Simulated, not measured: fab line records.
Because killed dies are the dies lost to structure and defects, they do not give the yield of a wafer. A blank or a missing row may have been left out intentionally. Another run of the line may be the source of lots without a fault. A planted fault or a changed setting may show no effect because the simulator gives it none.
The same fault as seen by 2 desks :: flow gf180mcu :: each desk holds nothing but its own numbers, with what lay behind them at the end

== DESK OF THE TOOL OWNER: plasma-asher-02 ==
The tool's own readings at GF_CONTACT_STRIP_18 (strips in O2/N2): means of the sampled wafers that have a number, for each lot that ran on this tool. A lot is out of limits, marked OUT, if its mean lies more than 4 standard deviations from the usual mean; the brackets give that distance.
Columns: A = chamber-pressure-mTorr at GF_CONTACT_STRIP_18, usual 1499.9 mTorr; B = drypump-motor-current-A at GF_CONTACT_STRIP_18, usual 5.7 A; C = heater-power-w at GF_CONTACT_STRIP_18, usual 336 W; D = o2-flow-sccm at GF_CONTACT_STRIP_18, usual 3000 sccm; E = oes-product-au at GF_CONTACT_STRIP_18, usual 0.581 a.u.
lot: L795
first seen here: day 16 07:04
A: 1500.1
B: 6.0
C: 335
D: 2987
E: 0.587

lot: L797
first seen here: day 16 15:02
A: 1499.7
B: 5.8
C: 334
D: 3008
E: 0.582

lot: L800
first seen here: day 18 13:26
A: 1499.6
B: 6.0
C: 336
D: 3001
E: 0.579

lot: L804
first seen here: day 19 19:07
A: 1499.3
B: 6.0
C: 339
D: 3001
E: 0.585

lot: L814
first seen here: day 22 21:58
A: 1500.4
B: 6.0
C: 340
D: 2994
E: 0.581
This desk found nothing out of limits on any of the 5 lots.

== METROLOGY DESK ==
Lot by lot, what the gauges showed, no matter which tool ran the lot: averages of those sampled wafers that carry a number. A lot is out of limits, marked OUT, if its mean lies more than 4 standard deviations from the usual mean; the brackets give that distance.
Columns: A = PSD_TW at GF_PSD_TW_MEAS_11, usual 3156
lot: L795
first seen here: day 14 11:04
A: 3131

lot: L797
first seen here: day 14 17:30
A: 3145

lot: L799
first seen here: day 15 08:00
A: 3196

lot: L801
first seen here: day 16 12:47
A: 3157

lot: L800
first seen here: day 16 13:17
A: 3117

lot: L802
first seen here: day 16 18:50
A: 3200

lot: L803
first seen here: day 16 22:20
A: 3128

lot: L804
first seen here: day 17 16:19
A: 3169

lot: L809
first seen here: day 19 05:58
A: 3177

lot: L812
first seen here: day 20 18:44
A: 3212

lot: L814
first seen here: day 20 20:59
A: 3214

lot: L815
first seen here: day 21 20:59
A: 3218

lot: L816
first seen here: day 22 02:59
A: 3122

lot: L818
first seen here: day 22 13:17
A: 3124
This desk found nothing out of limits on any of the 14 lots.

== ALL TOGETHER ==
The tool owner's desk saw nothing out of limits.
From the metrology desk's view, nothing was out of limits.

== WHAT THE SIMULATOR HAD PUT IN ==
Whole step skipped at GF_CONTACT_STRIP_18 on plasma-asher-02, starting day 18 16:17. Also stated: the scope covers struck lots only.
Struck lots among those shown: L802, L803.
